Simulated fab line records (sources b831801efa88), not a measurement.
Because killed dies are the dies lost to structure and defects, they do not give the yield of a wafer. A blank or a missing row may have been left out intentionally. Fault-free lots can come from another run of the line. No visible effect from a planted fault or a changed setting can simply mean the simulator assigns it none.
Problem report in the 8D (eight disciplines) form, filled by code ; flow gf180mcu ; the parts of the form that need people (team, actions taken, sign-off) are left out

== 1. PROBLEM STATEMENT ==
Mean of developer_temp_C at GF_VT_IMPLANT_DEVELOP_28: 22.08 C across 6 wafers in 2 lots; on wafers with no fault it is 22.99 C (standard deviation 0.099). Measured from the usual mean, that is -9.2 standard deviations.
The step: develop time 60 s.
Earliest sighting: wafer L289.2 on litho_track-02 at day 10 02:35. The record has a number at this step for 41 wafers belonging to 14 lots. Rule for "out", or "out of limits": more than 4 standard deviations from the usual mean. The other wafers with a number count as sound.

== 2. WHAT IT IS, AND WHAT IT ISN'T ==
question;is;is not
which readings at this step;developer_temp_C;-
which lots;L289, L291;L277, L278, L279, L280, L282, L283, L284, L290, L294, L296, L297, L299
which wafers of those lots;all that have a number;-
read on which tools;litho_track-02;litho_track-01, litho_track-03
when;from day 10 02:35;"up to then (20 sound wafers); but 15 sound wafers of L290, L294, L296, L297, L299 came after"

== 3. THE SUSPECTS, EACH WITH WHAT RULES IT OUT ==
Counting: a tool stays on the suspect list if, at a process step up to the reading, it processed all lots that are out and no sound lot following the first of them.
- litho_track-02 at GF_VT_IMPLANT_DEVELOP_28 (develop time 60 s): kept. It ran every lot that is out, first L289 (day 10 02:35), and no sound lot after that; its last sound lot up to then is L282 (day 8 05:58). On those wafers its own readings are out: developer_temp_C.
After counting, what remains is litho_track-02 at GF_VT_IMPLANT_DEVELOP_28.

== 4. THE CAUSE (what the simulator had put in) ==
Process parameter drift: litho_track-02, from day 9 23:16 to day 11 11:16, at GF_VT_IMPLANT_DEVELOP_28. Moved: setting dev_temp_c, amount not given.
This tool alone remained once counting was done.

== 5. SEQUENCE OF EFFECTS, ordered by route ==
Each row: a reading whose mean over the struck wafers that have a number lies more than 3 standard deviations from the usual. Scope: only readings with a usual standard deviation given in the record; hours: median across lots of the time from each lot's start at the first step in this table that gives one to its start at this step; sigmas: change in usual standard deviations.
hours;step;reading;usual;on struck wafers;change;sigmas
0;GF_VT_IMPLANT_DEVELOP_28;developer_temp_C;22.99 C;22.08;-0.91;-9.2
Its process steps:
- GF_VT_IMPLANT_DEVELOP_28: develop time 60 s.

== 6. HOW IT WOULD HAVE BEEN CAUGHT EARLIER ==
3 hours passed between the start of the fault at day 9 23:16 and the first reading out of limits in this record, taken at day 10 02:35.
